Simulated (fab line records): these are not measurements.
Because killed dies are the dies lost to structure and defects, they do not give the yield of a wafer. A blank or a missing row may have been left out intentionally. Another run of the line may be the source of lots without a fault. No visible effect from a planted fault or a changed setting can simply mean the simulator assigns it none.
Which tool was responsible? || flow sky130 || 6 lots, 18 wafers sampled, at 3 steps of a route of 708

== WHAT EACH GAUGE READ, for each wafer ==
SKY_SD_P_CD_MEAS_07 targets a cd of 380 nm.
{"lot": "L697", "measured": "day 25 17:49", "on": "cd sem-02", "cd nm (nm)": "383.0 383.4 383.3"}
{"lot": "L704", "measured": "day 27 20:46", "on": "cd sem-02", "cd nm (nm)": "379.5 382.0 381.6"}
{"lot": "L705", "measured": "day 28 07:07", "on": "cd sem-02", "cd nm (nm)": "302.9 303.5 303.3"}
{"lot": "L712", "measured": "day 30 13:08", "on": "cd sem-02", "cd nm (nm)": "382.1 378.0 379.7"}
{"lot": "L714", "measured": "day 31 17:23", "on": "cd sem-02", "cd nm (nm)": "373.7 376.6 378.2"}
{"lot": "L720", "measured": "day 32 22:11", "on": "cd sem-01", "cd nm (nm)": "380.4 378.9 380.4"}

== WHAT TOOL EACH LOT RAN ON (gives the tool, then ch and the chambers of the sampled wafers, and finally the start) ==
{"lot": "L697", "SKY_LDD_HVN_STRIP_09": "plasma asher-01 ch 0,1, day 20 15:16", "SKY_SD_P_EXPOSE_04": "iline stepper-02 ch 0, day 25 02:59"}
{"lot": "L704", "SKY_LDD_HVN_STRIP_09": "plasma asher-02 ch 0,1, day 22 18:28", "SKY_SD_P_EXPOSE_04": "iline stepper-02 ch 0, day 27 05:54"}
{"lot": "L705", "SKY_LDD_HVN_STRIP_09": "plasma asher-02 ch 0,1, day 23 09:28", "SKY_SD_P_EXPOSE_04": "iline stepper-01 ch 0, day 27 17:28"}
{"lot": "L712", "SKY_LDD_HVN_STRIP_09": "plasma asher-02 ch 0,1, day 25 15:49", "SKY_SD_P_EXPOSE_04": "iline stepper-02 ch 0, day 29 22:59"}
{"lot": "L714", "SKY_LDD_HVN_STRIP_09": "plasma asher-04 ch 0,1, day 26 21:58", "SKY_SD_P_EXPOSE_04": "iline stepper-01 ch 0, day 31 03:31"}
{"lot": "L720", "SKY_LDD_HVN_STRIP_09": "plasma asher-04 ch 0,1, day 28 05:01", "SKY_SD_P_EXPOSE_04": "iline stepper-02 ch 0, day 32 08:39"}
- SKY_LDD_HVN_STRIP_09: strips in O2/N2.
- SKY_SD_P_EXPOSE_04: exposes mask PSDM, target cd 380 nm.

== THE ANSWER, worked out from the rows above alone ==
Rule: the lots themselves supply what counts as usual. The widest of any qualifying gaps counts: lots, ordered by their means at a reading, are off when they make up no more than a third of the lots, leave a main group of 4 or more, and stand apart from it by 3 or more times the standard deviation of that group's means. A main group is skipped when, at the precision printed for the reading in the tables above, its means are all equal. Also off: a lot with no number at a reading for which 4 or more lots have one. All remaining lots with rows at the step are treated as sound.
Off, at SKY_SD_P_CD_MEAS_07 on cd nm: L705. The main group: mean 380.1 nm, standard deviation 2.3.
A tool fits if, at a process step before that reading, it ran every lot that is off, and no sound lot after the first of them. Gauges at SKY_SD_P_CD_MEAS_07: tried the same way as those tools. None of those tried fits.

== WHAT WAS PUT IN BY THE SIMULATOR ==
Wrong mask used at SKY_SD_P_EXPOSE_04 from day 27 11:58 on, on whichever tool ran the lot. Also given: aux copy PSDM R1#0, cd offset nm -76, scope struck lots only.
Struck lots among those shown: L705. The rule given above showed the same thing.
